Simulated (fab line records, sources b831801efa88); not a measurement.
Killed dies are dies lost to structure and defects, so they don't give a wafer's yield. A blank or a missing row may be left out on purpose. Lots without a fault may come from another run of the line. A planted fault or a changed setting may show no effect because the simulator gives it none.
A struck lot beside a sound one | flow sky130 | 15 steps out of a route of 708
Sound: wafers L337.2, L337.4, L337.6. Struck: wafers L350.1, L350.4, L350.6. The cause comes at the end.
At each step with rows: each side's tool, then ch and its chambers, then its first start. Under that, the readings that differ: sound wafers | struck wafers | difference of the means | sigmas: that difference in standard deviations of wafers without a fault.
alike: readings whose means differ by less than 2 such deviations, and words and numbers that are the same on both sides. not compared: withheld readings, readings that some wafer has no value for, bounds like >300 that may hide the same value, and numbers for which the record gives no deviation and whose values overlap.
The two part at a step that has a row with sigmas, a row that says differs or no value, or rows on one side only. Numbers that don't overlap but have no deviation are shown without sigmas and don't part them. A reading that every wafer of one side lacks parts them only if that side has two wafers or more.

first, 2 steps without rows for these wafers: SKY_GATE_OXIDE_IMPLANT_11; SKY_GATE_OXIDE_WET_ETCH_12 (etches SiO2 in dHF, target depth 16.8 nm, time 336 s).
SKY_GATE_OXIDE_STRIP_13: strips in O2/N2.
  sound on plasma_asher-01 ch 0,1, day 17 17:10; struck on plasma_asher-01 ch 0, day 21 23:26
  alike: drypump_motor_current_A, oes_product_au, strip_time_to_endpoint_s
  not compared: rf_hours_counter_h
SKY_GATE_OXIDE_TW_MEAS_14:
  sound on film_metro-02, day 17 17:17; struck on film_metro-02, day 21 23:32
  alike: GATE_OXIDE_TW
then, 3 steps without rows for these wafers: SKY_GATE_OXIDE_CLEAN_15 (cleans in SC1/SC2, time 150 s); SKY_GATE_OXIDE_OXIDATION_16 (stabilise 600 s, purge 300 s, target thk 3.57 nm); SKY_POLY_GATE_CVD_00 (deposits poly-Si, target thk 180 nm, time 720 s).
SKY_POLY_GATE_THK_MEAS_01:
  sound on film_metro-03, day 17 20:46; struck on film_metro-03, day 22 02:59
  reading                   | sound             | struck            | difference | sigmas
  POLY_GATE_CVD_00_THK (nm) | 180.1 180.8 178.6 | 184.0 184.5 182.8 | +3.9       | +2
then, 4 steps without rows for these wafers: SKY_RES_PROTECT_DEHYDRATE_00 (time 60 s); SKY_RES_PROTECT_HMDS_01 (prime time 60 s); SKY_RES_PROTECT_COAT_02 (resist thk 1140 nm); SKY_RES_PROTECT_SOFTBAKE_03 (time 60 s).
SKY_RES_PROTECT_EXPOSE_04: exposes mask RPM, target cd 1270 nm.
  sound on iline_stepper-01 ch 0, day 18 11:38; struck on iline_stepper-01 ch 0, day 22 18:10
  reading              | sound                | struck               | difference | sigmas
  exposure_dose_mJ_cm2 | 130.93 131.01 130.96 | 127.48 127.42 127.46 | -3.51      | -27
  alike: mask, focus_offset_nm, reticle_temp_C
then, 1 step without rows for these wafers: SKY_RES_PROTECT_PEB_05.
-- the record jumps here: 28 days lie between the struck wafers' starts before and after (it left off in module RES_PROTECT and takes up again in module PAD_OPEN, whose first step shown is number 708 of the route) --
SKY_PAD_OPEN_PROBE_99:
  sound on prober-01, day 48 14:47; struck on prober-01, day 51 00:40
  alike: killed_at_M0_to_M3, killed_at_M4_up, killed_at_contacts, killed_at_front_end, killed_at_other, killed_dies, killed_open, killed_short

WHERE THEY PART
First at SKY_POLY_GATE_THK_MEAS_01; last, within this record, at SKY_RES_PROTECT_EXPOSE_04. Later steps at which nothing parts them and some readings are alike: SKY_PAD_OPEN_PROBE_99.

WHY: what the simulator had put in
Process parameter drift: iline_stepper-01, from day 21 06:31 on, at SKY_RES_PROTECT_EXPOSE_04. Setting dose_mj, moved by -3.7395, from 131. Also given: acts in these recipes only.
